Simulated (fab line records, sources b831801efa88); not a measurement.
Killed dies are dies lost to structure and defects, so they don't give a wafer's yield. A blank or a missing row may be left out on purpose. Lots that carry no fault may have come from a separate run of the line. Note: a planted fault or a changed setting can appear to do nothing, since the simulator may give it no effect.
fab line records    flow sfq-line
[record] lots = 13  wafers = 39  last-day = 87
route steps=325 shown M5@207 I5@228 C5@246 M6@261
lots untouched by any fault: they come from a run of this same line in which no faults occurred
start-h: hours from the record's first day to the start of the lot's first wafer shown    wait-h: hours since the lot's step before    " repeats the value in the row above    L1.1+2: a single row standing in for several wafers    - either no value or no given start    * or withheld: withheld    < > ~ a bound
route shown NAME@n: NAME is a module with steps in the file, n the number in the route of the first one    usual: average and standard deviation across the fault-free wafers    same: alike in all rows    chamber/n: place in a boat    sites: readings site by site    _std_site: the values' standard deviation    _edge_site: inner sites' mean taken away from outer sites' mean    radius-mm: how far each site lies from the wafer's centre    mask NAME#n: copy n    behind: the last tool/chamber to shape the wafer    hold: why the lot went on hold/how many hours it stayed there/how the hold came to an end    device: which transistor (n, p or np) failed to switch    end of line: tests of these same wafers at the route's end    a step given without rows: its recipe and nothing more    killed: dies that structure and defects cost at the first sort, which is not the same as the wafer's yield    map: per-die view of a wafer (x killed, . not killed, _ where there is no die)
set.NAME: the setting the step ran with; set.NAME@STEP: the setting that earlier step ran with    model.NAME: the simulator's own value behind a step, which no gauge read
steps of the route over a sample of lots; a table a step, a row a wafer
services: the hour from which a tool's chamber was out of use, counted from the record's first day as start-h (under 0 if before that day), plus the number of hours and why
[[steps]]
[step SFQ_TRILAYER_M5_STRIP_STRIP_127]
[recipe] gas = O2  power-w = 200  platen-temp-c = 40  overash-fraction = 0.65  chemistry = O2  pressure-mtorr = 50
[usual] drypump-motor-current-A = 5.6/0.4  he-backside-leak-sccm = 3.4/0.32  oes-product-au = 1.002/0.0089
lot.wafer  tool          chamber  start-h  wait-h  drypump-motor-current-A  he-backside-leak-sccm  oes-product-au  rf-hours-counter-h
L555.1     rie-metal-02  0        1164.95  0.1     5.6                      3.3                    1.011           123
L555.2     "             1        "        "       5.8                      4.0                    1.011           42
L555.3     "             0        "        "       5.6                      3.2                    1.004           -
L557.1     rie-metal-04  1        1242.59  0.1     5.7                      3.4                    1.006           118
L557.2     "             0        "        "       5.6                      3.1                    0.987           3
L557.4     "             1        "        "       5.7                      3.3                    0.995           -
L558.3     rie-metal-04  1        1245.07  0.3     5.6                      3.1                    1.002           -
L558.4     "             0        "        "       5.5                      3.0                    0.987           -
L558.5     "             0        "        "       5.5                      3.1                    0.994           -
L560.1     rie-metal-03  0        1247.27  0.1     6.2                      3.7                    0.990           119
L560.4     "             0        "        "       6.1                      3.7                    0.999           -
L560.6     "             1        "        "       4.8                      3.6                    1.008           -
L561.1     rie-metal-04  1        1248.47  0.1     5.7                      3.4                    1.004           119
L561.5     "             1        "        "       5.6                      3.5                    1.001           -
L561.6     "             0        "        "       5.6                      3.1                    0.993           -
L564.1     rie-metal-04  1        1271.83  0.1     5.6                      3.2                    1.007           123
L564.3     "             0        "        "       5.6                      3.1                    0.995           -
L564.4     "             1        "        "       5.6                      3.1                    1.001           -
L569.1     rie-metal-02  0        1317.17  0.3     5.6                      3.3                    1.011           18
L569.2     "             0        "        "       5.6                      3.1                    1.009           -
L569.3     "             0        "        "       5.6                      3.2                    1.016           -
L570.2     rie-metal-04  1        1361.15  0.1     5.6                      3.1                    1.004           9
L570.3     "             1        "        "       5.6                      3.2                    0.992           -
L570.6     "             0        "        "       5.6                      3.1                    0.994           -
L571.1     rie-metal-02  1        1363.55  0.1     5.8                      3.6                    0.998           72
L571.3     "             0        "        "       5.6                      3.1                    1.006           -
L571.6     "             1        "        "       5.8                      4.0                    1.015           -
L573.3     rie-metal-02  0        1376.95  0.3     5.6                      3.1                    0.999           -
L573.4     "             1        "        "       5.7                      3.7                    1.015           -
L573.6     "             1        "        "       5.7                      3.7                    1.018           -
L574.1     rie-metal-02  0        1515.11  0.1     5.6                      3.2                    1.010           45
L574.4     "             0        "        "       5.6                      3.2                    1.010           -
L574.5     "             1        "        "       5.8                      4.4                    1.014           -
L575.2     rie-metal-03  0        1518.71  0.1     6.1                      3.5                    1.005           6
L575.3     "             0        "        "       6.1                      3.5                    0.999           -
L575.5     "             0        "        "       6.1                      3.5                    1.004           -
L577.1     rie-metal-03  1        1528.31  0.1     4.8                      3.5                    1.006           101
L577.3     "             0        "        "       6.2                      3.6                    1.006           -
L577.5     "             0        "        "       6.1                      3.5                    0.995           -
[step SFQ_TRILAYER_A5C_DEP_PECVD_142]
[recipe] material = SiO2  temp-c = 150  time-s = 15.556  pressure-torr = 2.4  rf-w = 183.3  precursor = SiH4/N2O  target-thk-nm = 70
[usual] heater-power-w = 87/9.8  throttle-valve-pct = 24.2/0.68
lot.wafer  tool      chamber  start-h  wait-h  heater-power-w  throttle-valve-pct
L555.1     pecvd-04  0        1307.64  0.0     102             23.4
L555.2     "         2        "        "       90              25.6
L555.3     "         1        "        "       96              23.5
L557.1     pecvd-04  0        1391.79  0.0     100             23.3
L557.2     "         2        "        "       83              25.3
L557.4     "         1        "        "       94              23.9
L558.3     pecvd-02  1        1395.40  0.0     97              23.8
L558.4     "         2        "        "       75              23.7
L558.5     "         2        "        "       74              23.7
L560.1     pecvd-02  2        1401.39  0.0     68              23.6
L560.4     "         2        "        "       69              23.5
L560.6     "         2        "        "       66              23.7
L561.1     pecvd-01  0        1403.79  0.0     70              24.6
L561.5     "         1        "        "       89              23.7
L561.6     "         0        "        "       70              24.6
L564.1     pecvd-02  2        1430.51  0.0     81              23.8
L564.3     "         2        "        "       80              23.7
L564.4     "         1        "        "       89              23.8
L569.1     pecvd-01  2        1470.23  0.0     85              24.6
L569.2     "         1        "        "       97              23.7
L569.3     "         0        "        "       73              25.0
L570.2     pecvd-02  0        1508.43  0.0     100             24.0
L570.3     "         2        "        "       80              23.7
L570.6     "         0        "        "       100             24.3
L571.1     pecvd-01  1        1513.23  0.0     97              24.0
L571.3     "         0        "        "       72              25.1
L571.6     "         2        "        "       80              24.3
L573.3     pecvd-04  2        1521.88  0.0     87              26.0
L573.4     "         0        "        "       101             23.8
L573.6     "         1        "        "       92              23.9
L574.1     pecvd-01  2        1523.91  0.0     80              24.3
L574.4     "         1        "        "       99              23.9
L574.5     "         2        "        "       80              24.6
L575.2     pecvd-02  1        1527.47  0.0     96              24.2
L575.3     "         2        "        "       80              23.9
L575.5     "         2        "        "       80              24.0
L577.1     pecvd-02  2        1536.87  0.0     71              23.9
L577.3     "         1        "        "       97              24.2
L577.5     "         1        "        "       98              24.2
[step SFQ_C5_OVL_MEAS_937]
[usual] C5_OVL = -3/5
lot.wafer  tool        chamber  start-h  wait-h  C5_OVL[nm]
L555.1     overlay-02  -        1580.95  0.1     -9
L555.2     "           -        "        "       -11
L555.3     "           -        "        "       -6
L557.1     overlay-01  -        1653.85  0.1     0
L557.2     "           -        "        "       1
L557.4     "           -        "        "       -1
L558.3     overlay-01  -        1657.46  0.1     3
L558.4     "           -        "        "       -5
L558.5     "           -        "        "       4
L560.1     overlay-02  -        1663.58  0.1     -2
L560.4     "           -        "        "       -9
L560.6     "           -        "        "       -8
L561.1     overlay-01  -        1666.10  0.1     -5
L561.5     "           -        "        "       2
L561.6     "           -        "        "       -5
L564.1     overlay-01  -        1683.57  0.1     -1
L564.3     "           -        "        "       -5
L564.4     "           -        "        "       -4
L569.1     overlay-02  -        1711.92  0.1     -9
L569.2     "           -        "        "       -4
L569.3     "           -        "        "       -1
L570.2     overlay-02  -        1722.85  0.1     -2
L570.3     "           -        "        "       8
L570.6     "           -        "        "       0
L571.1     overlay-02  -        1731.35  0.1     -10
L571.3     "           -        "        "       -16
L571.6     "           -        "        "       -5
L573.3     overlay-02  -        1737.36  0.1     -1
L573.4     "           -        "        "       -2
L573.6     "           -        "        "       -4
L574.1     overlay-02  -        1739.78  0.2     -17
L574.4     "           -        "        "       -12
L574.5     "           -        "        "       -14
L575.2     overlay-01  -        1744.55  0.1     9
L575.3     "           -        "        "       -4
L575.5     "           -        "        "       -6
L577.1     overlay-02  -        1754.27  0.1     -1
L577.3     "           -        "        "       1
L577.5     "           -        "        "       -1
[step SFQ_TRILAYER_C5_ETCH_VIA_ETCH_154]
[recipe] target = SiO2  mask-material = PR  chemistry = CHF3  target-depth-nm = 84  source-w = 500  bias-w = 80  pressure-mtorr = 30  time-s = withheld  stop-on = Nb
[usual] drypump-motor-current-A = 5.7/0.61  oes-product-au = 0.898/0.0075
lot.wafer  tool         chamber  start-h  wait-h  drypump-motor-current-A  oes-product-au
L555.1     rie-diel-04  0        1581.02  0.0     5.1                      0.908
L555.2     "            1        "        "       4.9                      0.896
L555.3     "            3        "        "       6.0                      0.899
L557.1     rie-diel-04  0        1653.93  0.0     5.1                      0.902
L557.2     "            3        "        "       6.0                      0.896
L557.4     "            2        "        "       5.1                      0.894
L558.3     rie-diel-02  2        1657.53  0.0     6.3                      0.904
L558.4     "            0        "        "       6.0                      0.902
L558.5     "            0        "        "       6.0                      0.892
L560.1     rie-diel-04  2        1663.65  0.0     5.2                      0.895
L560.4     "            0        "        "       5.1                      0.907
L560.6     "            0        "        "       5.1                      0.908
L561.1     rie-diel-04  1        1666.18  0.0     4.9                      0.892
L561.5     "            3        "        "       6.0                      0.914
L561.6     "            2        "        "       5.2                      0.906
L564.1     rie-diel-04  3        1683.65  0.0     6.0                      0.879
L564.3     "            2        "        "       5.2                      0.902
L564.4     "            2        "        "       5.1                      0.677
L569.1     rie-diel-04  2        1712.00  0.0     5.2                      0.897
L569.2     "            1        "        "       4.9                      0.884
L569.3     "            3        "        "       6.1                      0.886
L570.2     rie-diel-02  0        1722.92  0.0     6.0                      0.885
L570.3     "            3        "        "       5.7                      0.887
L570.6     "            1        "        "       4.8                      0.901
L571.1     rie-diel-03  3        1731.42  0.0     5.8                      0.909
L571.3     "            1        "        "       6.8                      0.893
L571.6     "            0        "        "       6.1                      0.910
L573.3     rie-diel-04  3        1737.42  0.0     6.0                      0.890
L573.4     "            0        "        "       5.1                      0.900
L573.6     "            3        "        "       6.0                      0.897
L574.1     rie-diel-02  0        1739.86  0.0     6.0                      0.890
L574.4     "            1        "        "       4.8                      0.899
L574.5     "            0        "        "       6.0                      0.895
L575.2     rie-diel-04  2        1744.62  0.0     5.1                      0.892
L575.3     "            0        "        "       5.0                      0.881
L575.5     "            0        "        "       5.1                      0.895
L577.1     rie-diel-03  2        1754.35  0.0     6.4                      0.894
L577.3     "            1        "        "       6.8                      0.892
L577.5     "            3        "        "       5.8                      0.892
[step SFQ_M6_OVL_MEAS_940]
[usual] M6_OVL = 5/5.5
lot.wafer  tool        chamber  start-h  wait-h  M6_OVL[nm]
L555.1     overlay-02  -        1704.72  0.1     9
L555.2     "           -        "        "       11
L555.3     "           -        "        "       5
L557.1     overlay-01  -        1749.47  0.1     5
L557.2     "           -        "        "       9
L557.4     "           -        "        "       7
L558.3     overlay-01  -        1753.08  0.1     -1
L558.4     "           -        "        "       10
L558.5     "           -        "        "       5
L560.1     overlay-01  -        1761.47  0.1     4
L560.4     "           -        "        "       4
L560.6     "           -        "        "       7
L561.1     overlay-02  -        1766.27  0.1     -3
L561.5     "           -        "        "       -3
L561.6     "           -        "        "       -5
L564.1     overlay-02  -        1779.47  0.1     0
L564.3     "           -        "        "       7
L564.4     "           -        "        "       6
L569.1     overlay-01  -        1812.98  0.1     -3
L569.2     "           -        "        "       9
L569.3     "           -        "        "       8
L570.2     overlay-01  -        1824.99  0.1     -3
L570.3     "           -        "        "       8
L570.6     "           -        "        "       -2
L571.1     overlay-02  -        1832.18  0.1     2
L571.3     "           -        "        "       9
L571.6     "           -        "        "       6
L573.3     overlay-02  -        1838.31  0.1     11
L573.4     "           -        "        "       10
L573.6     "           -        "        "       3
L574.1     overlay-02  -        1840.70  0.1     -1
L574.4     "           -        "        "       4
L574.5     "           -        "        "       2
L575.2     overlay-01  -        1846.70  0.1     5
L575.3     "           -        "        "       5
L575.5     "           -        "        "       8
L577.1     overlay-01  -        1853.15  0.1     5
L577.3     "           -        "        "       8
L577.5     "           -        "        "       3
[[services]]
tool         chamber  start-h  hours  kind
pecvd-02     -        1144.82  23.0   repair
pecvd-02     2        1158.62  11.4   repair
pecvd-02     0        1205.30  4.0    repair
pecvd-02     -        1220.66  1.4    repair
pecvd-02     2        1230.14  24.9   repair
rie-diel-04  1        1233.79  8.4    repair
pecvd-02     2        1259.04  14.1   repair
pecvd-02     2        1289.49  4.4    repair
rie-diel-04  -        1300.51  15.6   pm
pecvd-02     -        1316.75  14.0   pm
pecvd-02     0        1324.72  121.3  repair
rie-diel-04  -        1357.31  2.8    pm
pecvd-02     -        1377.97  1.2    repair
rie-diel-04  2        1386.27  1.5    repair
pecvd-02     0        1462.60  3.5    repair
rie-diel-04  2        1478.89  13.0   repair
rie-diel-04  1        1488.11  2.5    repair
pecvd-02     -        1519.43  0.6    repair
rie-diel-04  2        1536.80  8.6    repair
pecvd-02     -        1539.78  0.9    repair
rie-diel-04  0        1591.69  7.1    repair
rie-diel-04  0        1602.34  7.3    repair
rie-diel-04  0        1680.13  4.2    repair
rie-diel-04  0        1729.49  3.9    repair
[[key]]
[first-sign] step = SFQ_TRILAYER_C5_ETCH_VIA_ETCH_154  reading = oes-product-au  direction = down  sigmas = 29  usual = 0.898  struck = 0.677
effect none on later readings
met-at SFQ_TRILAYER_A5C_DEP_PECVD_142
struck-lots L564
struck-wafers L564.4
not-acting-at SFQ_TRILAYER_M5_STRIP_STRIP_127,SFQ_C5_OVL_MEAS_937,SFQ_M6_OVL_MEAS_940
onset-between 1401.39 1430.51
[fault] kind = process-parameter-drift  tool = pecvd-02  chamber = -  onset-h = 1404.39  steps = SFQ_TRILAYER_A5C_DEP_PECVD_142  channel = target-thk-nm  offset = -30.794  shape = step  end-h = 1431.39  scope = struck-wafers-only  acts-in = these-recipes-only  stated = 70
